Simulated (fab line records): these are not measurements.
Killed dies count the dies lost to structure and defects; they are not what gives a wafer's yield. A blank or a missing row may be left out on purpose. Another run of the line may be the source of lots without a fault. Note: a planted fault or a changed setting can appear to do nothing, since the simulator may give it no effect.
Which tool is to blame? | flow sky130 | 12 lots, 36 wafers sampled, at 3 steps of a route of 708

WHAT THE GAUGES READ, wafer by wafer
SKY_VT_ADJUST_LVTN_TW_MEAS_10. Usual: for VT_ADJUST_LVTN_TW the level is 239.4 and the standard deviation is 1.4.
lot  | measured     | on            | VT_ADJUST_LVTN_TW                   | flag
L854 | day 6 19:02  | film_metro-02 | 239.1 237.5 238.2                   |
L855 | day 7 07:38  | film_metro-01 | 239.3 239.9 240.1                   |
L856 | day 7 08:28  | film_metro-01 | 240.4 240.5 241.5                   |
L860 | day 8 12:40  | film_metro-02 | 239.5 239.4 239.7                   |
L863 | day 9 03:12  | film_metro-04 | 196.2 196.0 195.6 196.8 195.8 196.3 | OFF
L867 | day 10 11:25 | film_metro-01 | 196.9 196.4 195.9 196.8 197.2 197.0 | OFF
L868 | day 10 17:03 | film_metro-01 | 195.6 196.3 195.9 195.4 196.5 196.4 | OFF
L869 | day 11 02:03 | film_metro-01 | 238.2 237.2 238.0                   |
L870 | day 11 09:08 | film_metro-02 | 237.2 235.6 237.7                   |
L871 | day 11 15:04 | film_metro-01 | 237.8 237.3 238.2                   |
L875 | day 12 12:51 | film_metro-02 | 238.0 237.3 237.9                   |
L877 | day 13 08:05 | film_metro-02 | 237.9 238.1 238.4                   |

SKY_CONTACT_BOW_MEAS_05. Usual: for CONTACT_BOW the level is 83 um and the standard deviation is 6.6.
lot  | measured     | on            | CONTACT_BOW (um) | flag
L854 | day 30 04:44 | film_metro-03 | 89 92 84         |
L855 | day 30 22:10 | film_metro-04 | 84 89 86         |
L856 | day 30 23:41 | film_metro-01 | 91 83 73         |
L860 | day 32 12:06 | film_metro-01 | 75 88 75         |
L863 | day 33 14:46 | film_metro-03 | 80 84 89         |
L867 | day 34 15:31 | film_metro-01 | 85 89 79         |
L868 | day 35 01:24 | film_metro-01 | 84 74 82         |
L869 | day 35 10:28 | film_metro-04 | 75 85 80         |
L870 | day 35 18:57 | film_metro-04 | 86 74 71         |
L871 | day 36 03:18 | film_metro-03 | 94 75 79         |
L875 | day 37 01:07 | film_metro-04 | 81 81 83         |
L877 | day 37 20:19 | film_metro-03 | 82 90 77         |

WHAT TOOL EACH LOT RAN ON (gives the tool, then ch and the chambers of the sampled wafers, and finally the start)
lot  | SKY_VT_ADJUST_LVTN_IMPLANT_08
L854 | implanter-04 ch 0, day 6 18:49
L855 | implanter-04 ch 0, day 7 07:26
L856 | implanter-02 ch 0, day 7 08:13
L860 | implanter-02 ch 0, day 8 12:26
L863 | implanter-02 ch 0, day 9 02:58
L867 | implanter-02 ch 0, day 10 11:11
L868 | implanter-02 ch 0, day 10 16:48
L869 | implanter-01 ch 0, day 11 01:49
L870 | implanter-04 ch 0, day 11 08:53
L871 | implanter-04 ch 0, day 11 14:49
L875 | implanter-04 ch 0, day 12 12:37
L877 | implanter-04 ch 0, day 13 07:50
- SKY_VT_ADJUST_LVTN_IMPLANT_08

WHAT THE TOOLS THEMSELVES READ (means of the sampled wafers that have a number; where no wafer has one, the mark that the record gives instead)
SKY_VT_ADJUST_LVTN_IMPLANT_08. Usual: dose_ions_cm2 1.5699e+12, standard deviation 1.6e+09; end_station_pressure_torr 5.05e-06 Torr, standard deviation 2.6e-07; faraday_current_uA 8.84, standard deviation 0.2.
lot  | tool         | dose_ions_cm2 | end_station_pressure_torr (Torr) | faraday_current_uA | flag
L854 | implanter-04 | 1.5719e+12    | 4.97e-06                         | 8.71               |
L855 | implanter-04 | 1.5690e+12    | 4.94e-06                         | 9.10               |
L856 | implanter-02 | 1.5690e+12    | 5.24e-06                         | 9.00               |
L860 | implanter-02 | 1.5690e+12    | 5.11e-06                         | 8.79               |
L863 | implanter-02 | 7.6923e+11    | 5.00e-06                         | 4.36               | OFF
L867 | implanter-02 | 7.6933e+11    | 5.11e-06                         | 4.47               | OFF
L868 | implanter-02 | 7.6937e+11    | 4.96e-06                         | 4.33               | OFF
L869 | implanter-01 | 1.5688e+12    | 5.23e-06                         | 8.91               |
L870 | implanter-04 | 1.5714e+12    | 5.08e-06                         | 8.56               |
L871 | implanter-04 | 1.5700e+12    | 4.99e-06                         | 8.86               |
L875 | implanter-04 | 1.5703e+12    | 5.13e-06                         | 8.66               |
L877 | implanter-04 | 1.5697e+12    | 4.60e-06                         | 8.83               |

THE ANSWER, worked out from the rows above alone
Rule: take the mean of a lot's wafers that have a number; if it is more than 3 standard deviations from the usual mean, the lot is off. Also off: a lot with no number at a reading for which 4 or more lots have one. Any other lot the step has rows for is counted as sound. Order of review: gauges by route order, followed by the tools' own readings, for which a lot's mean as printed above is used. The first step at which some lot is off is used, and at that step the reading that is off furthest; a lot without a number counts as furthest.
Off: L863, L867, L868, at SKY_VT_ADJUST_LVTN_TW_MEAS_10 (VT_ADJUST_LVTN_TW).
If a tool, at a process step before that reading, ran all the lots that are off and no sound lot after the first of them, it fits. Not tried: the gauges at SKY_VT_ADJUST_LVTN_TW_MEAS_10; whatever is off there is also off at SKY_VT_ADJUST_LVTN_IMPLANT_08, on other tools, and gauge error can't account for it. One candidate fits, namely implanter-02 at SKY_VT_ADJUST_LVTN_IMPLANT_08. A fault onset in the window from L860 (day 8 12:26, its last sound lot) to L863 (day 9 02:58, its first lot off) fits.
The tool's own readings at SKY_VT_ADJUST_LVTN_IMPLANT_08 bear it out: on the lots that are off they differ by more than 5 times the standard deviation of the sound lots' means. dose_ions_cm2 reads 7.6931e+11 there against 1.5699e+12 on the sound lots; faraday_current_uA reads 4.39 there against 8.82 on the sound lots.

WHAT THE SIMULATOR PUT IN
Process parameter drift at SKY_VT_ADJUST_LVTN_IMPLANT_08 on implanter-02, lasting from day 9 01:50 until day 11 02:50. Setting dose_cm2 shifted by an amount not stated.
Lots struck among those shown: L863, L867, L868. This agrees with what the rule above found.
